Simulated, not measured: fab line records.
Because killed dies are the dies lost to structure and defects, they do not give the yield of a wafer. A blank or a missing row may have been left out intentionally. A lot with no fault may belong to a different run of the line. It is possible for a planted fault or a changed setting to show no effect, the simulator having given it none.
One fault through the eyes of 2 desks || flow sky130 || each desk holds nothing but its own numbers, with what lay behind them at the end

== FOR THE TOOL OWNER'S DESK: rie_diel-02 ==
The tool's own readings at SKY_VIA2_ETCH_14 (etches BARC in N2/H2, stops on SiO2, time 45.9 s, target depth 60 nm): means of the sampled wafers that have a number, for each lot that ran on this tool. A lot is out of limits, marked OUT, if its mean lies more than 4 standard deviations from the usual mean; the brackets give that distance.
Columns: A = drypump_motor_current_A at SKY_VIA2_ETCH_14, usual 5.8 A; B = oes_product_au at SKY_VIA2_ETCH_14, usual 0.854 a.u.; C = rf_fwd_power_W at SKY_VIA2_ETCH_14, usual 495.0 W; D = throttle_valve_pct at SKY_VIA2_ETCH_14, usual 13.225 %
{"lot": "L354", "first seen here": "day 37 23:01", "A": 5.4, "B": 0.849, "C": 495.5, "D": 13.219}
{"lot": "L362", "first seen here": "day 39 21:36", "A": 5.8, "B": 0.853, "C": 497.3, "D": 13.221}
{"lot": "L363", "first seen here": "day 40 02:40", "A": 5.7, "B": 0.855, "C": 494.8, "D": 13.221}
{"lot": "L364", "first seen here": "day 40 08:30", "A": 5.5, "B": 0.855, "C": 495.6, "D": 13.226}
{"lot": "L374", "first seen here": "day 43 09:02", "A": 5.4, "B": 0.855, "C": 498.0, "D": 13.231}
This desk's verdict: no lot among the 5 shows anything out of limits.

== METROLOGY DESK ==
Means of the sampled wafers that have a number, per lot and without regard to the tool the lot ran on: this is what the gauges read. A lot is out of limits, marked OUT, if its mean lies more than 4 standard deviations from the usual mean; the brackets give that distance.
Columns: A = VIA2_BOW at SKY_VIA2_BOW_MEAS_03, usual 85 um; B = cd_nm at SKY_VIA2_CD_MEAS_12, usual 200.4 nm; C = VIA2_OVL at SKY_VIA2_OVL_MEAS_13, usual -4 nm
{"lot": "L354", "first seen here": "day 36 21:02", "A": 88, "B": 200.9, "C": 5}
{"lot": "L362", "first seen here": "day 38 20:13", "A": 83, "B": 201.7, "C": -3}
{"lot": "L363", "first seen here": "day 39 01:50", "A": 91, "B": 199.9, "C": -3}
{"lot": "L364", "first seen here": "day 39 07:00", "A": 87, "B": 201.2, "C": -1}
{"lot": "L365", "first seen here": "day 39 19:46", "A": 89, "B": 198.1, "C": -15}
{"lot": "L371", "first seen here": "day 41 03:02", "A": 86, "B": 199.9, "C": 0}
{"lot": "L374", "first seen here": "day 42 09:43", "A": 82, "B": 198.4, "C": 3}
This desk's verdict: no lot among the 7 shows anything out of limits.

== BROUGHT TOGETHER ==
The desk of the tool owner found nothing out of limits.
The metrology desk saw nothing out of limits.

== WHAT THE SIMULATOR HAD INSERTED ==
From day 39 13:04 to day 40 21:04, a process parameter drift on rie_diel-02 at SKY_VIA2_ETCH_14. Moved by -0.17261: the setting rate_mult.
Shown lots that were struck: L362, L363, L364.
